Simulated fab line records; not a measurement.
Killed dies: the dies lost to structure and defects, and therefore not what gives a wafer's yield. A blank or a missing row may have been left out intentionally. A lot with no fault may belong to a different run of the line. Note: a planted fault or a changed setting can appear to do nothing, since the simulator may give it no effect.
2 desks, one fault    flow sky130    numbers are kept per desk, each desk with only its own; the story behind them comes last

== TOOL OWNER'S DESK, hdpcvd-01 ==
The tool's own readings at SKY_VIA2_HDPCVD_00 (deposits SiO2, target thk 1180 nm, time 196.7 s): means of the sampled wafers that have a number, for each lot that ran on this tool. If a lot's mean is further than 4 standard deviations from the usual mean, the lot is out of limits and carries the mark OUT (the distance appears in the brackets).
Columns: A = pressure_mtorr at SKY_VIA2_HDPCVD_00, usual 5.999 mTorr; B = sih4_flow_sccm at SKY_VIA2_HDPCVD_00, usual 59.99 sccm
lot   first seen here  A      B
L988  day 35 09:04     6.008  60.10
L989  day 35 19:25     6.007  59.92
L991  day 36 13:05     6.000  59.93
L995  day 37 22:04     5.993  59.97
L100  day 39 09:53     5.973  71.86 (+74) OUT
This desk finds L100 out of limits, L100 being first, at day 39 09:53 (sih4_flow_sccm at SKY_VIA2_HDPCVD_00). Within limits: L988, L989, L991, L995.

== AT THE METROLOGY DESK ==
What the gauges read, lot by lot, whatever tool the lot ran on: means of the sampled wafers that have a number. If a lot's mean is further than 4 standard deviations from the usual mean, the lot is out of limits and carries the mark OUT (the distance appears in the brackets).
Columns: A = LOCAL_INTERCONNECT_OVL at SKY_LOCAL_INTERCONNECT_OVL_MEAS_12, usual -3 nm; B = METAL2_OVL at SKY_METAL2_OVL_MEAS_16, usual -3 nm; C = VIA2_HDPCVD_THK at SKY_VIA2_THK_MEAS_01, usual 1178 nm; D = VIA2_OVL at SKY_VIA2_OVL_MEAS_13, usual -2 nm
lot   first seen here  A   B   C               D
L987  day 30 02:53     -8  2   1168            1
L988  day 30 13:11     1   3   1178            -0
L989  day 31 00:57     -1  1   1183            6
L990  day 31 09:43     -7  -2  1191            0
L991  day 31 19:25     -4  -8  1199            -3
L992  day 32 10:52     -4  -3  1168            0
L995  day 33 07:10     -3  -6  1193            -4
L100  day 34 19:37     3   -4  1422 (+20) OUT  -7
L104  day 36 00:25     6   1   1188            -1
L105  day 36 05:10     2   -7  1176            -2
L106  day 36 15:25     5   -8  1181            5
L108  day 37 06:25     -1  -2  1189            3
L110  day 37 19:40     -4  -1  1165            -3
This desk finds L100 out of limits, with the earliest case on L100 at day 39 09:58 (VIA2_HDPCVD_THK at SKY_VIA2_THK_MEAS_01). Within limits: L987, L988, L989, L990, L991, L992, L995, L104, L105, L106, L108, L110.

== PUT TOGETHER ==
The tool owner's desk could have raised an alarm at day 39 09:53, on L100.
L100 would have let the metrology desk raise an alarm at day 39 09:58.
On hdpcvd-01, each named lot ran SKY_VIA2_HDPCVD_00.

== WHAT THE SIMULATOR PUT IN ==
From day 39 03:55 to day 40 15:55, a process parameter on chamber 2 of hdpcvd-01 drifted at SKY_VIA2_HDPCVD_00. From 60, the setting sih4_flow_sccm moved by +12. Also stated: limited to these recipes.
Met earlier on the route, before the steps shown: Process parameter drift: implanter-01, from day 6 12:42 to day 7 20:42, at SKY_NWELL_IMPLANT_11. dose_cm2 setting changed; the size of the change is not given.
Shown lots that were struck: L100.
Counting hours from when the fault started, the first reading out of limits came at 6 for the tool owner's desk and at 6 for the metrology desk.
